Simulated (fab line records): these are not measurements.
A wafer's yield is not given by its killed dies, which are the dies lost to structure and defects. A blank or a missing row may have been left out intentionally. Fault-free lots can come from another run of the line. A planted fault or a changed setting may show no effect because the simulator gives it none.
A sampling plan put to the test || flow sky130 || one line in one fab, 51 faults in these records, each fault weighed on the records of the lots it struck
The plan consists of the line's own looks: route steps at which the wafer is read by a gauge or an inspection but not changed. Where struck wafers have a number at a look and the file lists that look's usual mean and standard deviation on fault-free wafers, the look can be judged. Caught: 4 or more of those standard deviations (sigma) separate the usual mean from the mean of the struck wafers at a look after the fault's first step. On the tool: here the same test is run on the tool's own readings at the fault's steps. If the struck wafers alone have a blank record, or they carry another recipe, that too counts as caught.

== THE FAULTS, as the simulator had put them in ==
1. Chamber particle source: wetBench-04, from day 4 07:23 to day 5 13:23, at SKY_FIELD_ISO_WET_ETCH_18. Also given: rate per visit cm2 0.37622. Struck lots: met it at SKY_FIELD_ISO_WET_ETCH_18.
2. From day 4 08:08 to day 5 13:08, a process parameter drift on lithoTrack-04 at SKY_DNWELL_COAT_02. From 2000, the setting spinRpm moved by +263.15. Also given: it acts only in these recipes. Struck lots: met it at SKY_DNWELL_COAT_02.
3. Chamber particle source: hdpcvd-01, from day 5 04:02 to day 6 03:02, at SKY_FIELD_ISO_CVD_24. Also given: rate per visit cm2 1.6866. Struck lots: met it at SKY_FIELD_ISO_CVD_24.
4. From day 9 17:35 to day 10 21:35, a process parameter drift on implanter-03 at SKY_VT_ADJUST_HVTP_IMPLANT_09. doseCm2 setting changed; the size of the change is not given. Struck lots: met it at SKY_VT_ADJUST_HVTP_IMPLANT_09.
5. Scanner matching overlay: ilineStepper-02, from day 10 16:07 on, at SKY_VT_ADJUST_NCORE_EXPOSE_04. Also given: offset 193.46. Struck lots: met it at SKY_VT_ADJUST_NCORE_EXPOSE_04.
6. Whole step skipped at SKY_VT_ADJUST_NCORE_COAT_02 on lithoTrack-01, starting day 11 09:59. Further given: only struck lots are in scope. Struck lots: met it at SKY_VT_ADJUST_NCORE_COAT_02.
7. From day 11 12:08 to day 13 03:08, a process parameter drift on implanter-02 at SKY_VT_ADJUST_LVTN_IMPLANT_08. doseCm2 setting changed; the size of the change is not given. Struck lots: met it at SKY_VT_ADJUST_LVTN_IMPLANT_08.
8. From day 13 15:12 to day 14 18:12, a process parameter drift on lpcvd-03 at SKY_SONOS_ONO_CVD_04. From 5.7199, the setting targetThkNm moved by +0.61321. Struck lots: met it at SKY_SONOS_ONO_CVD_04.
9. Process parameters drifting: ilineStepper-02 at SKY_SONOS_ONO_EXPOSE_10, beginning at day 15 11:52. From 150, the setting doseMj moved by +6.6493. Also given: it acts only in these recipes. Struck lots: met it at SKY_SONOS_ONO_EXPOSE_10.
10. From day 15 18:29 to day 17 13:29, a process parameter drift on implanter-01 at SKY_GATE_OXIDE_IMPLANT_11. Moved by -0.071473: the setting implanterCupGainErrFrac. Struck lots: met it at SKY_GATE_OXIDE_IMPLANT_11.
11. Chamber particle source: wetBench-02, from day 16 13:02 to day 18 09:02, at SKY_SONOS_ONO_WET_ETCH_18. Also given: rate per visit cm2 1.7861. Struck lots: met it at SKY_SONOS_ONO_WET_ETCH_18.
12. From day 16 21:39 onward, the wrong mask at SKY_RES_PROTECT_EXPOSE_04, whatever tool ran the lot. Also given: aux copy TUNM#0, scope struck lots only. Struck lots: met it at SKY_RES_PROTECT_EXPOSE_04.
13. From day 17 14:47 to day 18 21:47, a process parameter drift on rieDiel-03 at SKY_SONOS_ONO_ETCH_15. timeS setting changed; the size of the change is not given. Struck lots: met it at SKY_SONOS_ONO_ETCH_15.
14. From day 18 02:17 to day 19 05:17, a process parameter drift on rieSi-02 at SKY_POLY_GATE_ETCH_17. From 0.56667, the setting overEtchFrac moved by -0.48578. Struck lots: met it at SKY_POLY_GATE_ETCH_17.
15. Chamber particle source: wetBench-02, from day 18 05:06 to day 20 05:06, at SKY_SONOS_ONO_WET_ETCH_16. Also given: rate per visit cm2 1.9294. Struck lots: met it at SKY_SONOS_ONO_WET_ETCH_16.
16. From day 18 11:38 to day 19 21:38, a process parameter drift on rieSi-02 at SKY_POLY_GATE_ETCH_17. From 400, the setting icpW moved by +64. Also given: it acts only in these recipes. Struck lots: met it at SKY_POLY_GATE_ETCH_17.
17. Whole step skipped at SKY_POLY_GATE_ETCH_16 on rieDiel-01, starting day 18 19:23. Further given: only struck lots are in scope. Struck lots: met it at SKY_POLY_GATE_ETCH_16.
18. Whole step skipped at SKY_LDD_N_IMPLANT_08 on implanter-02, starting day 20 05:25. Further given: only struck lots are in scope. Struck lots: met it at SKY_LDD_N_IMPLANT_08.
19. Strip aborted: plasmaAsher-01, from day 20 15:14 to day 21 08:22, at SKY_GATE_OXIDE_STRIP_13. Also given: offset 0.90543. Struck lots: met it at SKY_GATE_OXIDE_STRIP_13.
20. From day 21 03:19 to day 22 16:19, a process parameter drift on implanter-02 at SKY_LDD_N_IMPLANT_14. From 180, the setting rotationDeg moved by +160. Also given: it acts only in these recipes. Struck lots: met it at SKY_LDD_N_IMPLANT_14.
21. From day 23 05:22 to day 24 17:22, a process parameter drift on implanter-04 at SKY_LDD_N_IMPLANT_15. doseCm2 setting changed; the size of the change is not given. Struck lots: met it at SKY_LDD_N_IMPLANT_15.
22. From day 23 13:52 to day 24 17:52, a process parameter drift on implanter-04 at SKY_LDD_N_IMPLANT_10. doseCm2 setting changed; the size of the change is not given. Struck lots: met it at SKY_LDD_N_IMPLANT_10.
23. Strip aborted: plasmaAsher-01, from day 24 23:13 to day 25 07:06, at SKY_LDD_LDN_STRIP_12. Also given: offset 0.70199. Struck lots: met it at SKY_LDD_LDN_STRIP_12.
24. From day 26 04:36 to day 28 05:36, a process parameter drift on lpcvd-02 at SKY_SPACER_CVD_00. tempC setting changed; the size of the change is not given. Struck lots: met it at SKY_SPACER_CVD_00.
25. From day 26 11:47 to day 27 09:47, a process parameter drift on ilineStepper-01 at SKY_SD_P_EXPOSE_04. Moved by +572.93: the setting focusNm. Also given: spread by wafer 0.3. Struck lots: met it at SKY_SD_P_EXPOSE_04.
26. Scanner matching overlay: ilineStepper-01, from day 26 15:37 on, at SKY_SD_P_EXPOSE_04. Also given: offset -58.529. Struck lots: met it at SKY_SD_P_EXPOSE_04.
27. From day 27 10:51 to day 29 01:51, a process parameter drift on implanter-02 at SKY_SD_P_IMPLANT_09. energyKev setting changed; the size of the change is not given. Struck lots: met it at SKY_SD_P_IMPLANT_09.
28. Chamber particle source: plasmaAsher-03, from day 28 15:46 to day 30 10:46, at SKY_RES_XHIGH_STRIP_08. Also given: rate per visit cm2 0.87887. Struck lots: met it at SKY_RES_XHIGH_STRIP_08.
29. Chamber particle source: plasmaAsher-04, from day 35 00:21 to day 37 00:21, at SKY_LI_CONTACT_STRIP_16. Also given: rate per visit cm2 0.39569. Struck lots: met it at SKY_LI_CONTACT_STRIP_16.
30. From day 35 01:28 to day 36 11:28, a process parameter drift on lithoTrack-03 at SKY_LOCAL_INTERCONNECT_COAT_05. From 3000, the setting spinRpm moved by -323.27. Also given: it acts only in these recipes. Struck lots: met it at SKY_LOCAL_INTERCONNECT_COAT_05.
31. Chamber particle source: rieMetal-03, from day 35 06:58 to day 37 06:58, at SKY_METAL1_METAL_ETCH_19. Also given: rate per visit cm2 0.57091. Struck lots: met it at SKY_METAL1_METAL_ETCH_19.
32. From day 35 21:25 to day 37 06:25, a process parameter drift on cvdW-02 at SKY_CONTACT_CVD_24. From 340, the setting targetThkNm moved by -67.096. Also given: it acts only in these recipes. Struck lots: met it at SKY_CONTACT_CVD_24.
33. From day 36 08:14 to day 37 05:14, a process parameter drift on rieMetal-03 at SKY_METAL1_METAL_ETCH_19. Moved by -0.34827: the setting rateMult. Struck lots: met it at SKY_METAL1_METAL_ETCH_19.
34. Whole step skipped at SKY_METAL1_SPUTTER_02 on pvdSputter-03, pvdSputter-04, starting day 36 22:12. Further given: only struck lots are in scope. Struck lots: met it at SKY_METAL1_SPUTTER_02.
35. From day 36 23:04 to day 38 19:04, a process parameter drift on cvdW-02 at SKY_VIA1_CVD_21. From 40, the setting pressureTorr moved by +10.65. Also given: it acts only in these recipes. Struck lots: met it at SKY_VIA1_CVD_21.
36. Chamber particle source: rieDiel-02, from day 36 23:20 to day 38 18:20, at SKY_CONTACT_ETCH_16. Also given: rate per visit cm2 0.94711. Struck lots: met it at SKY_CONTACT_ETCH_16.
37. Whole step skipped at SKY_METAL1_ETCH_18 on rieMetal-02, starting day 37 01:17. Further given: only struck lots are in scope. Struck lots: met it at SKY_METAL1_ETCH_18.
38. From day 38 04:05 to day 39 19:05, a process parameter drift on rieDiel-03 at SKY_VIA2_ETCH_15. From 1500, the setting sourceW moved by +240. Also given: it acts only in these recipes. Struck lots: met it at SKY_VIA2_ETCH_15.
39. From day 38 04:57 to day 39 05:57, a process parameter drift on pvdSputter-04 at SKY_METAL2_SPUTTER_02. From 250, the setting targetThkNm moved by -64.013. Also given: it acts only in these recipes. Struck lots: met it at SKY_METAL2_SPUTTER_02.
40. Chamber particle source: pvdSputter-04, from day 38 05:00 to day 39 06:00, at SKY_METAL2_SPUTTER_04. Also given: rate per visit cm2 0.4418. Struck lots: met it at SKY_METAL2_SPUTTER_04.
41. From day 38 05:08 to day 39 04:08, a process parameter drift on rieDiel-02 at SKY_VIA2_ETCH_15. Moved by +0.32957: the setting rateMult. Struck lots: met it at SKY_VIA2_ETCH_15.
42. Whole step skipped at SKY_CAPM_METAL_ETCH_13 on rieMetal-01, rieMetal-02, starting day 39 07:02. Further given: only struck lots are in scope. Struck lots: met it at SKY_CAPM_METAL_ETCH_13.
43. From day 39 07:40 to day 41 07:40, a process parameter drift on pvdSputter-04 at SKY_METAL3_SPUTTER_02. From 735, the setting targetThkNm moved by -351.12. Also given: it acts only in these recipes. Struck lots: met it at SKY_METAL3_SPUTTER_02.
44. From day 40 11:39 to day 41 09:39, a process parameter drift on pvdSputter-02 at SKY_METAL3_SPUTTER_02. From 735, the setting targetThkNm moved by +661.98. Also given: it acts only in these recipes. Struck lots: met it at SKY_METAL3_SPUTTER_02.
45. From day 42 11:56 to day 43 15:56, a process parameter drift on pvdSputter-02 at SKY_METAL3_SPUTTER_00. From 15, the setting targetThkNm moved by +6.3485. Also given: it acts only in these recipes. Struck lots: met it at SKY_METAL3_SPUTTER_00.
46. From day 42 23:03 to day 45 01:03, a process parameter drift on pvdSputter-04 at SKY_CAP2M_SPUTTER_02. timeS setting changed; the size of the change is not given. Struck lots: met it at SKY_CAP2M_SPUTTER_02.
47. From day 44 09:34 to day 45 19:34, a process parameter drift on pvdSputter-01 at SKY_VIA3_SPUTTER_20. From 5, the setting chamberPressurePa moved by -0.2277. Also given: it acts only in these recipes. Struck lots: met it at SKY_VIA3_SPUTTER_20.
48. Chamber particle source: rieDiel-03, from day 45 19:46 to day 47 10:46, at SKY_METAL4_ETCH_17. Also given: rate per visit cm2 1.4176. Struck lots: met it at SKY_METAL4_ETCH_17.
49. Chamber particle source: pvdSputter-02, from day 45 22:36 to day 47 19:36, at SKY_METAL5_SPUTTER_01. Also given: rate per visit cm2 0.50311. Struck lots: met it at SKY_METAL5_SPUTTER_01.
50. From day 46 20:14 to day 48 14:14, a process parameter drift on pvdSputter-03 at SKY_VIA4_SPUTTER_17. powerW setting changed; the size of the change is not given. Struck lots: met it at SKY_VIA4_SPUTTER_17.
51. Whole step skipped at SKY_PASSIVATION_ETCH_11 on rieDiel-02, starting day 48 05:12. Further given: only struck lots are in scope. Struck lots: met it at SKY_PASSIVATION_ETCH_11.

== WHAT THE PLAN SAW ==
{"fault": 1, "on the tool itself": "no reading that can be judged", "first look that catches it": "not the one look that can be judged after it", "reading, sigma": "-", "median hours from its first step to that look": "-", "hours from the fault's start to the first struck lot there": "-", "judged looks passed uncaught": 1}
{"fault": 2, "on the tool itself": "spinSpeedRpm +99 or beyond sigma", "first look that catches it": "not the one look that can be judged after it", "reading, sigma": "-", "median hours from its first step to that look": "-", "hours from the fault's start to the first struck lot there": "-", "judged looks passed uncaught": 1}
{"fault": 3, "on the tool itself": "under 2 sigma", "first look that catches it": "not the one look that can be judged after it", "reading, sigma": "-", "median hours from its first step to that look": "-", "hours from the fault's start to the first struck lot there": "-", "judged looks passed uncaught": 1}
{"fault": 4, "on the tool itself": "doseIonsCm2 -99 or beyond sigma", "first look that catches it": "SKY_VT_ADJUST_HVTP_TW_MEAS_11", "reading, sigma": "VT_ADJUST_HVTP_TW -19", "median hours from its first step to that look": 0.2, "hours from the fault's start to the first struck lot there": 7, "judged looks passed uncaught": 0}
{"fault": 5, "on the tool itself": "under 2 sigma", "first look that catches it": "SKY_VT_ADJUST_NCORE_OVL_MEAS_08", "reading, sigma": "VT_ADJUST_NCORE_OVL +99 or beyond", "median hours from its first step to that look": 11.2, "hours from the fault's start to the first struck lot there": 14, "judged looks passed uncaught": 0}
{"fault": 6, "on the tool itself": "the tool's record is blank for the struck wafers", "first look that catches it": "SKY_VT_ADJUST_HVTR_TW_MEAS_11", "reading, sigma": "VT_ADJUST_HVTR_TW +49", "median hours from its first step to that look": 36.5, "hours from the fault's start to the first struck lot there": 37, "judged looks passed uncaught": 0}
{"fault": 7, "on the tool itself": "doseIonsCm2 +99 or beyond sigma", "first look that catches it": "SKY_VT_ADJUST_LVTN_TW_MEAS_10", "reading, sigma": "VT_ADJUST_LVTN_TW +25", "median hours from its first step to that look": 0.2, "hours from the fault's start to the first struck lot there": 12, "judged looks passed uncaught": 0}
{"fault": 8, "on the tool itself": "no reading that can be judged", "first look that catches it": "SKY_SONOS_ONO_THK_MEAS_05", "reading, sigma": "SONOS_ONO_CVD_04_THK +5.9", "median hours from its first step to that look": 1.2, "hours from the fault's start to the first struck lot there": 3, "judged looks passed uncaught": 0}
{"fault": 9, "on the tool itself": "exposureDoseMJCm2 +44 sigma", "first look that catches it": "SKY_SONOS_ONO_CD_MEAS_13", "reading, sigma": "cdNm -5.2", "median hours from its first step to that look": 13.6, "hours from the fault's start to the first struck lot there": 42, "judged looks passed uncaught": 0}
{"fault": 10, "on the tool itself": "beamOnS +5.2 sigma", "first look that catches it": "not the one look that can be judged after it", "reading, sigma": "strongest: GATE_OXIDE_TW at SKY_GATE_OXIDE_TW_MEAS_14, +2.6", "median hours from its first step to that look": "-", "hours from the fault's start to the first struck lot there": "-", "judged looks passed uncaught": 1}
{"fault": 11, "on the tool itself": "no reading that can be judged", "first look that catches it": "not the one look that can be judged after it", "reading, sigma": "-", "median hours from its first step to that look": "-", "hours from the fault's start to the first struck lot there": "-", "judged looks passed uncaught": 1}
{"fault": 12, "on the tool itself": "no reading that can be judged", "first look that catches it": "SKY_RES_PROTECT_TW_MEAS_08", "reading, sigma": "POLY_GATE_TW -99 or beyond", "median hours from its first step to that look": 13.9, "hours from the fault's start to the first struck lot there": 14, "judged looks passed uncaught": 0}
{"fault": 13, "on the tool itself": "under 2 sigma", "first look that catches it": "no look after it can be judged", "reading, sigma": "-", "median hours from its first step to that look": "-", "hours from the fault's start to the first struck lot there": "-", "judged looks passed uncaught": 0}
{"fault": 14, "on the tool itself": "only faintly: oesProductAu +2.5 sigma", "first look that catches it": "no look after it can be judged", "reading, sigma": "-", "median hours from its first step to that look": "-", "hours from the fault's start to the first struck lot there": "-", "judged looks passed uncaught": 0}
{"fault": 15, "on the tool itself": "no reading that can be judged", "first look that catches it": "none of the 3 looks that can be judged after it", "reading, sigma": "-", "median hours from its first step to that look": "-", "hours from the fault's start to the first struck lot there": "-", "judged looks passed uncaught": 3}
{"fault": 16, "on the tool itself": "rfFwdPowerW +47 sigma", "first look that catches it": "no look after it can be judged", "reading, sigma": "-", "median hours from its first step to that look": "-", "hours from the fault's start to the first struck lot there": "-", "judged looks passed uncaught": 0}
{"fault": 17, "on the tool itself": "the tool's record is blank for the struck wafers", "first look that catches it": "not the one look that can be judged after it", "reading, sigma": "-", "median hours from its first step to that look": "-", "hours from the fault's start to the first struck lot there": "-", "judged looks passed uncaught": 1}
{"fault": 18, "on the tool itself": "the tool's record is blank for the struck wafers", "first look that catches it": "SKY_LDD_N_TW_MEAS_17", "reading, sigma": "LDD_N_TW -9.2", "median hours from its first step to that look": 1.3, "hours from the fault's start to the first struck lot there": 1, "judged looks passed uncaught": 0}
{"fault": 19, "on the tool itself": "oesProductAu +44 sigma", "first look that catches it": "no look after it can be judged", "reading, sigma": "-", "median hours from its first step to that look": "-", "hours from the fault's start to the first struck lot there": "-", "judged looks passed uncaught": 0}
{"fault": 20, "on the tool itself": "rotationDeg +99 or beyond sigma", "first look that catches it": "no look after it can be judged", "reading, sigma": "-", "median hours from its first step to that look": "-", "hours from the fault's start to the first struck lot there": "-", "judged looks passed uncaught": 0}
{"fault": 21, "on the tool itself": "doseIonsCm2 -99 or beyond sigma", "first look that catches it": "no look after it can be judged", "reading, sigma": "-", "median hours from its first step to that look": "-", "hours from the fault's start to the first struck lot there": "-", "judged looks passed uncaught": 0}
{"fault": 22, "on the tool itself": "doseIonsCm2 -99 or beyond sigma", "first look that catches it": "no look after it can be judged", "reading, sigma": "-", "median hours from its first step to that look": "-", "hours from the fault's start to the first struck lot there": "-", "judged looks passed uncaught": 0}
{"fault": 23, "on the tool itself": "oesProductAu +45 sigma", "first look that catches it": "no look after it can be judged", "reading, sigma": "-", "median hours from its first step to that look": "-", "hours from the fault's start to the first struck lot there": "-", "judged looks passed uncaught": 0}
{"fault": 24, "on the tool itself": "susceptorTempC +33 sigma", "first look that catches it": "SKY_SPACER_THK_MEAS_01", "reading, sigma": "SPACER_CVD_00_THK +20", "median hours from its first step to that look": 1.2, "hours from the fault's start to the first struck lot there": 3, "judged looks passed uncaught": 0}
{"fault": 25, "on the tool itself": "no reading that can be judged", "first look that catches it": "SKY_SD_P_CD_MEAS_07", "reading, sigma": "cdNm -4.2", "median hours from its first step to that look": 14.1, "hours from the fault's start to the first struck lot there": 16, "judged looks passed uncaught": 0}
{"fault": 26, "on the tool itself": "no reading that can be judged", "first look that catches it": "SKY_SD_P_OVL_MEAS_08", "reading, sigma": "SD_P_OVL -38", "median hours from its first step to that look": 14.3, "hours from the fault's start to the first struck lot there": 16, "judged looks passed uncaught": 0}
{"fault": 27, "on the tool itself": "beamEnergyKeV -99 or beyond sigma", "first look that catches it": "SKY_SD_N_RS_MEAS_17", "reading, sigma": "SD_P_RS +26", "median hours from its first step to that look": 56.9, "hours from the fault's start to the first struck lot there": 64, "judged looks passed uncaught": 1}
{"fault": 28, "on the tool itself": "under 2 sigma", "first look that catches it": "none of the 2 looks that can be judged after it", "reading, sigma": "-", "median hours from its first step to that look": "-", "hours from the fault's start to the first struck lot there": "-", "judged looks passed uncaught": 2}
{"fault": 29, "on the tool itself": "under 2 sigma", "first look that catches it": "not the one look that can be judged after it", "reading, sigma": "-", "median hours from its first step to that look": "-", "hours from the fault's start to the first struck lot there": "-", "judged looks passed uncaught": 1}
{"fault": 30, "on the tool itself": "spinSpeedRpm -99 or beyond sigma", "first look that catches it": "not the one look that can be judged after it", "reading, sigma": "-", "median hours from its first step to that look": "-", "hours from the fault's start to the first struck lot there": "-", "judged looks passed uncaught": 1}
{"fault": 31, "on the tool itself": "under 2 sigma", "first look that catches it": "none of the 2 looks that can be judged after it", "reading, sigma": "-", "median hours from its first step to that look": "-", "hours from the fault's start to the first struck lot there": "-", "judged looks passed uncaught": 2}
{"fault": 32, "on the tool itself": "under 2 sigma", "first look that catches it": "SKY_CONTACT_RS_MEAS_25", "reading, sigma": "CONTACT_W_RS +21", "median hours from its first step to that look": 0.1, "hours from the fault's start to the first struck lot there": 2, "judged looks passed uncaught": 0}
{"fault": 33, "on the tool itself": "oesProductAu -12 sigma", "first look that catches it": "no look after it can be judged", "reading, sigma": "-", "median hours from its first step to that look": "-", "hours from the fault's start to the first struck lot there": "-", "judged looks passed uncaught": 0}
{"fault": 34, "on the tool itself": "the tool's record is blank for the struck wafers", "first look that catches it": "SKY_METAL1_RS_MEAS_05", "reading, sigma": "METAL1_ALCU_RS +99 or beyond", "median hours from its first step to that look": 0.1, "hours from the fault's start to the first struck lot there": 0, "judged looks passed uncaught": 0}
{"fault": 35, "on the tool itself": "chamberPressureTorr +99 or beyond sigma", "first look that catches it": "SKY_VIA1_RS_MEAS_22", "reading, sigma": "VIA1_W_RS -11", "median hours from its first step to that look": 0.1, "hours from the fault's start to the first struck lot there": 0, "judged looks passed uncaught": 0}
{"fault": 36, "on the tool itself": "under 2 sigma", "first look that catches it": "not the one look that can be judged after it", "reading, sigma": "-", "median hours from its first step to that look": "-", "hours from the fault's start to the first struck lot there": "-", "judged looks passed uncaught": 1}
{"fault": 37, "on the tool itself": "the tool's record is blank for the struck wafers", "first look that catches it": "no look after it can be judged", "reading, sigma": "-", "median hours from its first step to that look": "-", "hours from the fault's start to the first struck lot there": "-", "judged looks passed uncaught": 0}
{"fault": 38, "on the tool itself": "rfFwdPowerW +48 sigma", "first look that catches it": "no look after it can be judged", "reading, sigma": "-", "median hours from its first step to that look": "-", "hours from the fault's start to the first struck lot there": "-", "judged looks passed uncaught": 0}
{"fault": 39, "on the tool itself": "under 2 sigma", "first look that catches it": "SKY_METAL2_RS_MEAS_05", "reading, sigma": "METAL2_ALCU_RS +34", "median hours from its first step to that look": 0.1, "hours from the fault's start to the first struck lot there": 2, "judged looks passed uncaught": 0}
{"fault": 40, "on the tool itself": "under 2 sigma", "first look that catches it": "none of the 2 looks that can be judged after it", "reading, sigma": "-", "median hours from its first step to that look": "-", "hours from the fault's start to the first struck lot there": "-", "judged looks passed uncaught": 2}
{"fault": 41, "on the tool itself": "under 2 sigma", "first look that catches it": "no look after it can be judged", "reading, sigma": "-", "median hours from its first step to that look": "-", "hours from the fault's start to the first struck lot there": "-", "judged looks passed uncaught": 0}
{"fault": 42, "on the tool itself": "the tool's record is blank for the struck wafers", "first look that catches it": "no look after it can be judged", "reading, sigma": "-", "median hours from its first step to that look": "-", "hours from the fault's start to the first struck lot there": "-", "judged looks passed uncaught": 0}
{"fault": 43, "on the tool itself": "under 2 sigma", "first look that catches it": "not the one look that can be judged after it", "reading, sigma": "-", "median hours from its first step to that look": "-", "hours from the fault's start to the first struck lot there": "-", "judged looks passed uncaught": 1}
{"fault": 44, "on the tool itself": "under 2 sigma", "first look that catches it": "no look after it can be judged", "reading, sigma": "-", "median hours from its first step to that look": "-", "hours from the fault's start to the first struck lot there": "-", "judged looks passed uncaught": 0}
{"fault": 45, "on the tool itself": "under 2 sigma", "first look that catches it": "no look after it can be judged", "reading, sigma": "-", "median hours from its first step to that look": "-", "hours from the fault's start to the first struck lot there": "-", "judged looks passed uncaught": 0}
{"fault": 46, "on the tool itself": "under 2 sigma", "first look that catches it": "SKY_CAP2M_RS_MEAS_03", "reading, sigma": "CAP2M_TIN_RS +21", "median hours from its first step to that look": 0.1, "hours from the fault's start to the first struck lot there": 14, "judged looks passed uncaught": 0}
{"fault": 47, "on the tool itself": "chamberPressurePa -21 sigma", "first look that catches it": "no look after it can be judged", "reading, sigma": "-", "median hours from its first step to that look": "-", "hours from the fault's start to the first struck lot there": "-", "judged looks passed uncaught": 0}
{"fault": 48, "on the tool itself": "under 2 sigma", "first look that catches it": "not the one look that can be judged after it", "reading, sigma": "-", "median hours from its first step to that look": "-", "hours from the fault's start to the first struck lot there": "-", "judged looks passed uncaught": 1}
{"fault": 49, "on the tool itself": "under 2 sigma", "first look that catches it": "no look after it can be judged", "reading, sigma": "-", "median hours from its first step to that look": "-", "hours from the fault's start to the first struck lot there": "-", "judged looks passed uncaught": 0}
{"fault": 50, "on the tool itself": "cathodeDcPowerW -99 or beyond sigma", "first look that catches it": "no look after it can be judged", "reading, sigma": "-", "median hours from its first step to that look": "-", "hours from the fault's start to the first struck lot there": "-", "judged looks passed uncaught": 0}
{"fault": 51, "on the tool itself": "the tool's record is blank for the struck wafers", "first look that catches it": "no look after it can be judged", "reading, sigma": "-", "median hours from its first step to that look": "-", "hours from the fault's start to the first struck lot there": "-", "judged looks passed uncaught": 0}
A dash: this means the fault isn't caught or the number doesn't appear in these records.

Caught at a look: 17 of 51. Caught on the tool: 26 of 51. By one or the other: 34 of 51.
On the tool alone, faults 2, 10, 16, 17, 19, 20, 21, 22, 23, 30, 33, 37, 38, 42, 47, 50, 51 were caught.
Caught at a look alone: faults 5, 8, 12, 25, 26, 32, 39, 46.
Caught by neither: faults 1, 3, 11, 13, 14, 15, 28, 29, 31, 36, 40, 41, 43, 44, 45, 48, 49.

== THINNER SAMPLING ==
In the worst case, this is how late the first struck lot would be measured if the look that catches a fault measured only every second or every third lot, by lot number:
{"fault": 4, "struck lots at that look, in order of time": "L971, L975", "every lot": "7 h", "every second lot": "may miss all 2", "every third lot": "may miss all 2"}
{"fault": 5, "struck lots at that look, in order of time": "L376, L381, L382", "every lot": "14 h", "every second lot": "55 h", "every third lot": "may miss all 3"}
{"fault": 6, "struck lots at that look, in order of time": "L594, L595", "every lot": "37 h", "every second lot": "46 h", "every third lot": "may miss all 2"}
{"fault": 7, "struck lots at that look, in order of time": "L904, L906", "every lot": "12 h", "every second lot": "may miss all 2", "every third lot": "may miss all 2"}
{"fault": 8, "struck lots at that look, in order of time": "L657, L658, L659", "every lot": "3 h", "every second lot": "17 h", "every third lot": "21 h"}
{"fault": 9, "struck lots at that look, in order of time": "L299, L300", "every lot": "42 h", "every second lot": "43 h", "every third lot": "may miss all 2"}
{"fault": 12, "struck lots at that look, in order of time": "L602", "every lot": "14 h", "every second lot": "may miss it", "every third lot": "may miss it"}
{"fault": 18, "struck lots at that look, in order of time": "L232, L235", "every lot": "1 h", "every second lot": "21 h", "every third lot": "may miss all 2"}
{"fault": 24, "struck lots at that look, in order of time": "L281, L284, L283, L285", "every lot": "3 h", "every second lot": "31 h", "every third lot": "43 h"}
{"fault": 25, "struck lots at that look, in order of time": "L365, L364", "every lot": "16 h", "every second lot": "19 h", "every third lot": "may miss all 2"}
{"fault": 26, "struck lots at that look, in order of time": "L784, L790, L791, L795", "every lot": "16 h", "every second lot": "80 h", "every third lot": "104 h"}
{"fault": 27, "struck lots at that look, in order of time": "L157, L159", "every lot": "64 h", "every second lot": "may miss all 2", "every third lot": "may miss all 2"}
{"fault": 32, "struck lots at that look, in order of time": "L689, L692", "every lot": "2 h", "every second lot": "24 h", "every third lot": "may miss all 2"}
{"fault": 34, "struck lots at that look, in order of time": "L794, L792, L796", "every lot": "0 h", "every second lot": "may miss all 3", "every third lot": "2 h"}
{"fault": 35, "struck lots at that look, in order of time": "L937, L939", "every lot": "0 h", "every second lot": "may miss all 2", "every third lot": "may miss all 2"}
{"fault": 39, "struck lots at that look, in order of time": "L787, L789", "every lot": "2 h", "every second lot": "may miss all 2", "every third lot": "may miss all 2"}
{"fault": 46, "struck lots at that look, in order of time": "L927, L931", "every lot": "14 h", "every second lot": "may miss all 2", "every third lot": "may miss all 2"}
Hours: fault start to first struck lot measured. The test against the limit of 4 sigma pooled every struck wafer, which means one lot taken alone may stay below that limit. Other struck lots may not be in these records.

== THE LONGEST TIMED WAY FROM STEP TO LOOK ==
For fault 27, SKY_SD_P_IMPLANT_09 and SKY_SD_N_RS_MEAS_17 are separated by a median of 56.9 hours. The look between them that can be judged stayed within 4 sigma: SKY_SD_P_TW_MEAS_11.
